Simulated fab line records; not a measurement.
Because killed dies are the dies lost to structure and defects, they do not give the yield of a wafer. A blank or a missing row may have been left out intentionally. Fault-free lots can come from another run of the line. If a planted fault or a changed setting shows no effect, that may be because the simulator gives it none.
What tool caused it? | flow gf180mcu | Sampling: 13 lots, 37 wafers, 5 of 602 route steps

WHAT THE GAUGES SHOWED, per wafer
GF_V2_THK_MEAS_25: measures by xrf.
lot  | measured     | on            | V2_W_THK (nm)
L496 | day 20 08:00 | film_metro-03 | 363 362
L497 | day 20 16:50 | film_metro-02 | 358 361 361
L498 | day 21 04:53 | film_metro-03 | 376 369 366
L499 | day 21 10:19 | film_metro-01 | 360 351 354
L503 | day 23 08:42 | film_metro-03 | 370 366 355
L505 | day 23 16:47 | film_metro-03 | 371 364 361
L511 | day 25 14:06 | film_metro-03 | 362 375 354
L512 | day 25 18:10 | film_metro-01 | 366 364 353
L514 | day 26 13:38 | film_metro-03 | 370 368 359
L515 | day 26 20:46 | film_metro-01 | 369 354 367
L517 | day 27 07:56 | film_metro-02 | 368 365 351
L518 | day 27 17:20 | film_metro-03 | 370 356
L519 | day 27 23:40 | film_metro-02 | 363 380 358

GF_M3_CD_MEAS_14: target cd 280 nm.
lot  | measured     | on        | cd_nm (nm)
L496 | day 21 08:58 | cd_sem-01 | 279.8 278.5
L497 | day 21 17:41 | cd_sem-01 | 279.0 279.4 279.4
L498 | day 22 04:49 | cd_sem-01 | 279.9 279.2 278.4
L499 | day 22 11:29 | cd_sem-01 | 280.0 279.4 280.3
L503 | day 24 07:40 | cd_sem-02 | 278.4 277.8 277.8
L505 | day 24 15:31 | cd_sem-01 | 278.1 276.9 278.2
L511 | day 26 11:43 | cd_sem-01 | 280.6 281.4 281.6
L512 | day 26 15:35 | cd_sem-02 | 279.9 279.9 280.5
L514 | day 27 10:41 | cd_sem-01 | 279.2 280.3 280.1
L515 | day 27 17:19 | cd_sem-02 | 279.8 279.0 280.0
L517 | day 28 03:58 | cd_sem-02 | 278.7 277.5 280.2
L518 | day 28 13:34 | cd_sem-01 | 279.7 280.4
L519 | day 28 19:36 | cd_sem-01 | 280.3 280.3 280.0

GF_V3_THK_MEAS_01.
lot  | measured     | on            | V3_CVD_00_THK (nm)
L496 | day 21 09:52 | film_metro-02 | 601 600
L497 | day 21 18:36 | film_metro-01 | 599 600 604
L498 | day 22 05:41 | film_metro-01 | 607 597 597
L499 | day 22 12:29 | film_metro-04 | 605 604 604
L503 | day 24 08:35 | film_metro-02 | 289 296 300
L505 | day 24 16:25 | film_metro-04 | 296 287 295
L511 | day 26 12:36 | film_metro-02 | 598 595 593
L512 | day 26 16:31 | film_metro-04 | 596 598 600
L514 | day 27 11:39 | film_metro-01 | 610 599 605
L515 | day 27 18:14 | film_metro-04 | 605 604 598
L517 | day 28 04:50 | film_metro-01 | 605 601 605
L518 | day 28 14:26 | film_metro-02 | 601 603
L519 | day 28 20:28 | film_metro-01 | 593 602 601

EACH LOT AND THE TOOL THAT RAN IT (in order: tool; ch and the chambers of the sampled wafers; start)
lot  | GF_M3_SPUTTER_00             | GF_V3_CVD_00
L496 | pvd_sputter-04, day 20 08:22 | hdpcvd-02 ch 0, day 21 09:47
L497 | pvd_sputter-04, day 20 17:11 | hdpcvd-02 ch 0,2, day 21 18:31
L498 | pvd_sputter-02, day 21 05:14 | hdpcvd-02 ch 0,1,2, day 22 05:35
L499 | pvd_sputter-02, day 21 10:57 | hdpcvd-02 ch 1,2, day 22 12:25
L503 | pvd_sputter-02, day 23 09:04 | hdpcvd-02 ch 0,1,2, day 24 08:31
L505 | pvd_sputter-04, day 23 17:09 | hdpcvd-02 ch 0,1,2, day 24 16:20
L511 | pvd_sputter-02, day 25 14:28 | hdpcvd-01 ch 0,1, day 26 12:31
L512 | pvd_sputter-04, day 25 18:31 | hdpcvd-01 ch 0,1, day 26 16:25
L514 | pvd_sputter-02, day 26 13:59 | hdpcvd-01 ch 0,1,2, day 27 11:34
L515 | pvd_sputter-01, day 26 21:07 | hdpcvd-01 ch 0,1,2, day 27 18:10
L517 | pvd_sputter-01, day 27 08:17 | hdpcvd-01 ch 0,1, day 28 04:44
L518 | pvd_sputter-01, day 27 17:40 | hdpcvd-01 ch 0,1, day 28 14:22
L519 | pvd_sputter-02, day 28 00:00 | hdpcvd-02 ch 0,1,2, day 28 20:22
- GF_M3_SPUTTER_00: material Ti, target thk 37.5 nm, time 150 s.
- GF_V3_CVD_00: deposits SiO2, target thk 600 nm, time 100 s.

AS READ BY THE TOOLS THEMSELVES (means over the sampled wafers that have a number; for cases with no such wafer, the mark the record gives instead)
GF_M3_SPUTTER_00.
lot  | tool           | throttle_valve_pct (%)
L496 | pvd_sputter-04 | 31.4
L497 | pvd_sputter-04 | 31.1
L498 | pvd_sputter-02 | 29.5
L499 | pvd_sputter-02 | 28.9
L503 | pvd_sputter-02 | 29.2
L505 | pvd_sputter-04 | 31.1
L511 | pvd_sputter-02 | 29.0
L512 | pvd_sputter-04 | 31.7
L514 | pvd_sputter-02 | 29.5
L515 | pvd_sputter-01 | 27.9
L517 | pvd_sputter-01 | 30.6
L518 | pvd_sputter-01 | 30.1
L519 | pvd_sputter-02 | 29.3

GF_V3_CVD_00.
lot  | tool      | pressure_mtorr (mTorr) | sih4_flow_sccm (sccm)
L496 | hdpcvd-02 | 6.018                  | 59.94
L497 | hdpcvd-02 | 5.996                  | 60.02
L498 | hdpcvd-02 | 6.000                  | 60.20
L499 | hdpcvd-02 | 6.005                  | 59.86
L503 | hdpcvd-02 | 6.002                  | 29.93
L505 | hdpcvd-02 | 6.001                  | 30.03
L511 | hdpcvd-01 | 5.998                  | 59.99
L512 | hdpcvd-01 | 6.008                  | 60.00
L514 | hdpcvd-01 | 5.986                  | 59.83
L515 | hdpcvd-01 | 6.012                  | 60.10
L517 | hdpcvd-01 | 6.004                  | 59.97
L518 | hdpcvd-01 | 5.998                  | 59.85
L519 | hdpcvd-02 | 5.998                  | 60.02

THE ANSWER, worked out from the rows above alone
Rule: usual is defined by the lots themselves. The widest of any qualifying gaps counts: lots, ordered by their means at a reading, are off when they make up no more than a third of the lots, leave a main group of 4 or more, and stand apart from it by 3 or more times the standard deviation of that group's means. A main group whose means are all the same, to the digits that the tables above print for the reading, isn't used. Also off: a lot with no number at a reading for which 4 or more lots have one. Any other lot the step has rows for is counted as sound. The gauges are gone through in route order, then the tools' own readings, and for those a lot's mean is taken as printed above. At the first step where some lot is off, the reading lying furthest off is the one used; lots without a number count as furthest.
Off: L503, L505, seen at GF_V3_THK_MEAS_01 (V3_CVD_00_THK). Main group: mean 601 nm, sd 2.7.
If a tool, at a process step before that reading, ran all the lots that are off and no sound lot after the first of them, it fits. Not tried: the gauges at GF_V3_THK_MEAS_01; whatever is off there is also off at GF_V3_CVD_00, on other tools, and gauge error can't account for it. None of those tried fits.

WHAT THE SIMULATOR PUT IN
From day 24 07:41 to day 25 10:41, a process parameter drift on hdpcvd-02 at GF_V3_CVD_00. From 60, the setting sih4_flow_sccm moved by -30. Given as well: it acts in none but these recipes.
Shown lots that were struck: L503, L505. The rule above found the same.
